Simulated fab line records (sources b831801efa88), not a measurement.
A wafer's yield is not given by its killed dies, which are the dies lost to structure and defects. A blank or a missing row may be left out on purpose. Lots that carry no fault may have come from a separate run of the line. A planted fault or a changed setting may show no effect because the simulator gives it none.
fab line records    flow gf180mcu    part 2 of 2: steps 25 to 34 of 34
record: lots: 5  wafers: 15  last_day: 34
route steps=602 shown M1@329 V1@335 M2@362
lots that met no fault: from a run of the same line without faults
start_h: hours from the record's opening day to when the first of the lot's shown wafers began    wait_h: how many hours have passed since the lot's step before this one    " unchanged from the row above    L1.1+2: one row covering several wafers at once    - value missing, or start not given    * or withheld: withheld    < > ~ a bound
route shown NAME@n: a module of which the file shows steps, and the number in the route of the first    usual: mean/standard deviation taken from wafers without a fault    same: alike in all rows    chamber/n: place in a boat    sites: per-site readings    _std_site: standard deviation of those values    _edge_site: mean of outer sites minus mean of inner sites    radius_mm: for every site, how far away it sits from the centre of the wafer    mask NAME#n: copy n    behind: the most recent tool/chamber to have shaped the wafer    hold: reason for holding the lot/hours on hold/outcome of the hold    device: which transistor (n, p or np) failed to switch    end of line: the route-end tests of the same wafers    step lacking rows: just its recipe    killed: dies that structure and defects cost at the first sort, which is not the same as the wafer's yield    map: shows each die of a wafer: x if killed, . if not, _ if none is there
set.NAME: the setting the step ran with; set.NAME@STEP: the setting that earlier step ran with    model.NAME: the simulator's own value behind a step, which no gauge read
lots seen at some steps along the route; tables by step, rows by wafer
services: the hour from which a tool's chamber was out of use, counted from the record's first day as start_h (under 0 if before that day), plus the number of hours and why
== steps ==
step: GF_V1_STRIP_18
recipe: chemistry: O2/N2  power_w: 1400  pressure_mtorr: 1500  platen_temp_c: 250  o2_flow_sccm: 3000  n2_flow_sccm: 300  overash_fraction: 0.5
usual: drypump_motor_current_A: 5.62/0.2  heater_power_w: 350/25  oes_product_au: 0.592/0.0047
lot.wafer  tool             chamber  start_h  wait_h  drypump_motor_current_A  heater_power_w  oes_product_au  rf_hours_counter_h
L081.4     plasma_asher-04  1        490.18   -       5.20                     336             0.589           -
L081.5     "                1        "        "       5.19                     327             0.599           -
L081.6     "                0        "        "       5.72                     350             0.590           -
L082.2     plasma_asher-03  1        494.34   -       5.66                     364             0.588           6
L082.4     "                0        "        "       5.70                     380             0.592           -
L082.6     "                1        "        "       5.66                     363             0.588           -
L085.1     plasma_asher-02  1        518.51   -       5.81                     331             0.592           44
L085.2     "                0        "        "       5.66                     314             0.592           44
L085.5     "                1        "        "       5.84                     327             0.595           -
L087.1     plasma_asher-04  1        527.76   -       5.19                     328             0.592           72
L087.5     "                1        "        "       5.20                     333             0.590           -
L087.6     "                0        "        "       5.76                     356             0.595           -
L094.2     plasma_asher-02  1        586.14   -       5.85                     343             0.594           51
L094.3     "                1        "        "       5.85                     323             0.592           -
L094.5     "                0        "        "       5.66                     322             0.599           -
step: GF_V1_STRIP_19
recipe: chemistry: post_etch_residue_remover  time_s: 1200  temp_c: 72.5
usual: bath_guard_temp_C: 72.7/0.49
lot.wafer  tool          chamber  start_h  wait_h  bath_guard_temp_C
L081.4     wet_bench-01  1        490.24   0.0     72.7
L081.5     "             1        "        "       72.5
L081.6     "             1        "        "       72.7
L082.2     wet_bench-04  0        494.44   0.1     73.0
L082.4     "             0        "        "       73.4
L082.6     "             0        "        "       73.3
L085.1     wet_bench-04  3        518.61   0.1     73.0
L085.2     "             3        "        "       72.8
L085.5     "             3        "        "       73.1
L087.1     wet_bench-04  3        527.86   0.1     72.9
L087.5     "             3        "        "       73.3
L087.6     "             3        "        "       73.0
L094.2     wet_bench-01  3        586.24   0.1     71.8
L094.3     "             3        "        "       72.1
L094.5     "             3        "        "       72.0
step: GF_V1_CLEAN_20
recipe: chemistry: DIW  dry: n2_spin
lot.wafer   tool          chamber  start_h  wait_h
L081.4+5+6  wet_bench-02  3        490.58   0.0
L082.2+4+6  wet_bench-01  3        494.79   0.0
L085.1+2+5  wet_bench-02  3        518.96   0.0
L087.1+5+6  wet_bench-02  1        528.21   0.0
L094.2+3+5  wet_bench-01  1        586.62   0.0
step: GF_V1_SPUTTER_21
recipe: material: Ti  target_thk_nm: 15  chamber_pressure_pa: 5  power_w: 2500  substrate_temp_c: 200  time_s: 80.02
usual: throttle_valve_pct: 30.5/1.7
lot.wafer  tool            chamber  start_h  wait_h  throttle_valve_pct
L081.4     pvd_sputter-03  -        490.68   0.0     32.6
L081.5     "               -        "        "       32.6
L081.6     "               -        "        "       31.3
L082.2     pvd_sputter-02  -        494.88   0.0     30.5
L082.4     "               -        "        "       33.5
L082.6     "               -        "        "       30.7
L085.1     pvd_sputter-03  -        519.06   0.0     30.1
L085.2     "               -        "        "       32.4
L085.5     "               -        "        "       30.2
L087.1     pvd_sputter-02  -        528.30   0.0     31.0
L087.5     "               -        "        "       33.6
L087.6     "               -        "        "       28.2
L094.2     pvd_sputter-01  -        586.72   0.0     28.6
L094.3     "               -        "        "       29.1
L094.5     "               -        "        "       28.5
step: GF_V1_SPUTTER_22
recipe: material: TiN  target_thk_nm: 10  chamber_pressure_pa: 5  power_w: 4000  time_s: 40
usual: throttle_valve_pct: 30.5/1.7
lot.wafer  tool            chamber  start_h  wait_h  throttle_valve_pct
L081.4     pvd_sputter-03  -        490.74   0.0     32.4
L081.5     "               -        "        "       32.5
L081.6     "               -        "        "       31.2
L082.2     pvd_sputter-02  -        494.94   0.0     30.7
L082.4     "               -        "        "       33.5
L082.6     "               -        "        "       30.4
L085.1     pvd_sputter-03  -        519.12   0.0     30.3
L085.2     "               -        "        "       32.5
L085.5     "               -        "        "       30.3
L087.1     pvd_sputter-02  -        528.36   0.0     30.6
L087.5     "               -        "        "       33.7
L087.6     "               -        "        "       28.5
L094.2     pvd_sputter-01  -        586.78   0.0     28.7
L094.3     "               -        "        "       29.0
L094.5     "               -        "        "       28.6
step: GF_V1_CVD_23
recipe: material: W  target_thk_nm: 350  time_s: 105.05  temp_c: 400  pressure_torr: 40
usual: heater_power_w: 820/78  susceptor_temp_C: 399.96/0.22
lot.wafer  tool      chamber  start_h  wait_h  heater_power_w  susceptor_temp_C
L081.4     cvd_w-02  0        490.81   0.1     718             399.66
L081.5     "         1        "        "       745             400.04
L081.6     "         0        "        "       709             400.23
L082.2     cvd_w-01  1        494.98   0.0     857             399.69
L082.4     "         1        "        "       878             399.70
L082.6     "         0        "        "       913             399.67
L085.1     cvd_w-01  1        519.16   0.0     895             399.90
L085.2     "         0        "        "       895             400.14
L085.5     "         0        "        "       883             400.13
L087.1     cvd_w-01  0        528.40   0.0     901             399.93
L087.5     "         0        "        "       902             399.68
L087.6     "         1        "        "       861             399.38
L094.2     cvd_w-02  0        586.82   0.0     718             399.93
L094.3     "         0        "        "       733             400.14
L094.5     "         0        "        "       696             399.96
step: GF_V1_RS_MEAS_24
recipe: thk_meas_gauge: four-point-probe  reads: W_of_V1_CVD_23+TiN_of_V1_SPUTTER_22+Ti_of_V1_SPUTTER_21
usual: V1_W_RS: 0.3263/0.0027
lot.wafer  tool           chamber  start_h  wait_h  V1_W_RS[ohm/sq]
L081.4     film_metro-01  -        490.95   0.1     0.3263
L081.5     "              -        "        "       0.3248
L081.6     "              -        "        "       0.3231
L082.2     film_metro-01  -        495.11   0.1     0.3254
L082.4     "              -        "        "       0.3263
L082.6     "              -        "        "       0.3232
L085.1     film_metro-01  -        519.27   0.1     0.3234
L085.2     "              -        "        "       0.3212
L085.5     "              -        "        "       0.3219
L087.1     film_metro-01  -        528.51   0.1     0.3309
L087.5     "              -        "        "       0.3269
L087.6     "              -        "        "       0.3314
L094.2     film_metro-02  -        586.95   0.1     0.3264
L094.3     "              -        "        "       0.3264
L094.5     "              -        "        "       0.3240
step: GF_V1_THK_MEAS_25
recipe: thk_meas_gauge: xrf  reads: W_of_V1_CVD_23
usual: V1_W_THK: 358/4.1
lot.wafer  tool           chamber  start_h  wait_h  V1_W_THK[nm]
L081.4     film_metro-01  -        491.04   0.1     354
L081.5     "              -        "        "       355
L081.6     "              -        "        "       361
L082.2     film_metro-01  -        495.22   0.1     356
L082.4     "              -        "        "       356
L082.6     "              -        "        "       358
L085.1     film_metro-01  -        519.39   0.1     359
L085.2     "              -        "        "       365
L085.5     "              -        "        "       362
L087.1     film_metro-01  -        528.63   0.1     354
L087.5     "              -        "        "       359
L087.6     "              -        "        "       351
L094.2     film_metro-02  -        587.06   0.1     360
L094.3     "              -        "        "       357
L094.5     "              -        "        "       359
step: GF_V1_CMP_26
recipe: stop_on: SiO2  down_force_psi: 3.5  platen_rpm: 60  t_overpolish_s: 15  target_thk_nm: 0  pad_velocity_m_s: 0.94248
usual: motor_current_A: 10.4/0.85  overpolish_run_s: 15.001/0.0084  slurry_flow_ml_min: 150.0/0.43  time_to_endpoint_s: 86/3.5
lot.wafer  tool    chamber  start_h  wait_h  motor_current_A  overpolish_run_s  slurry_flow_ml_min  time_to_endpoint_s
L081.4     cmp-02  2        491.22   0.2     9.6              15.004            151.0               78
L081.6     "       3        "        "       10.3             15.015            150.1               86
L081.5     "       0        "        "       10.1             15.002            150.2               84
L082.2     cmp-02  1        495.27   0.0     10.5             14.986            150.6               89
L082.4     "       2        "        "       9.2              15.005            149.7               83
L082.6     "       2        "        "       9.5              15.025            149.6               82
L085.2     cmp-02  0        519.50   0.1     9.9              14.999            149.4               86
L085.1     "       1        "        "       10.7             15.010            150.9               87
L085.5     "       0        "        "       9.7              14.996            150.7               87
L087.1     cmp-02  0        528.74   0.1     10.3             15.004            150.3               84
L087.6     "       3        "        "       11.6             14.995            150.9               85
L087.5     "       0        "        "       9.5              14.996            150.3               88
L094.2     cmp-02  3        587.11   0.0     10.6             14.996            149.9               88
L094.3     "       2        "        "       9.4              14.999            149.6               80
L094.5     "       0        "        "       10.1             14.999            150.1               87
step: GF_M2_SPUTTER_00
recipe: material: Ti  target_thk_nm: 37.5  arriving_ion_energy_ev: 80  substrate_temp_c: 200  chamber_pressure_pa: 2  power_w: 4000  time_s: 150
usual: throttle_valve_pct: 30.1/1.6
lot.wafer  tool            chamber  start_h  wait_h  throttle_valve_pct
L081.4     pvd_sputter-02  -        491.37   0.1     33.7
L081.5     "               -        "        "       28.8
L081.6     "               -        "        "       30.8
L082.2     pvd_sputter-02  -        495.57   0.2     30.5
L082.4     "               -        "        "       28.8
L082.6     "               -        "        "       30.4
L085.1     pvd_sputter-04  -        519.75   0.1     30.3
L085.2     "               -        "        "       29.9
L085.5     "               -        "        "       30.4
L087.1     pvd_sputter-01  -        528.99   0.2     31.8
L087.5     "               -        "        "       29.9
L087.6     "               -        "        "       31.7
L094.2     pvd_sputter-02  -        587.41   0.2     30.7
L094.3     "               -        "        "       28.5
L094.5     "               -        "        "       28.6
== services ==
tool             chamber  start_h  hours  kind
krf_scanner-02   -        441.01   1.0    pm
krf_scanner-02   -        443.44   2.7    repair
cmp-02           -        444.16   1.0    repair
cmp-02           -        449.30   4.5    pm
pvd_sputter-01   -        454.50   13.3   repair
plasma_asher-03  -        457.43   9.3    repair
krf_scanner-02   -        468.40   3.4    repair
pvd_sputter-01   -        482.82   17.8   repair
wet_bench-03     -        492.28   1.5    repair
cvd_w-01         -        495.46   6.9    pm
hdpcvd-02        -        505.29   2.8    pm
cvd_w-01         -        506.29   6.0    pm
cmp-02           -        506.74   4.3    pm
cvd_w-01         -        514.45   1.0    repair
krf_scanner-02   -        515.61   1.3    pm
pvd_sputter-01   -        521.62   4.1    repair
rie_diel-03      3        522.27   4.9    repair
pvd_sputter-02   -        531.99   2.6    repair
pvd_sputter-01   -        537.95   14.4   repair
cvd_w-01         -        539.32   0.8    repair
cmp-02           -        545.24   1.2    repair
cmp-02           -        547.64   5.6    repair
rie_diel-03      -        555.55   2.8    pm
pvd_sputter-02   -        569.38   0.7    repair
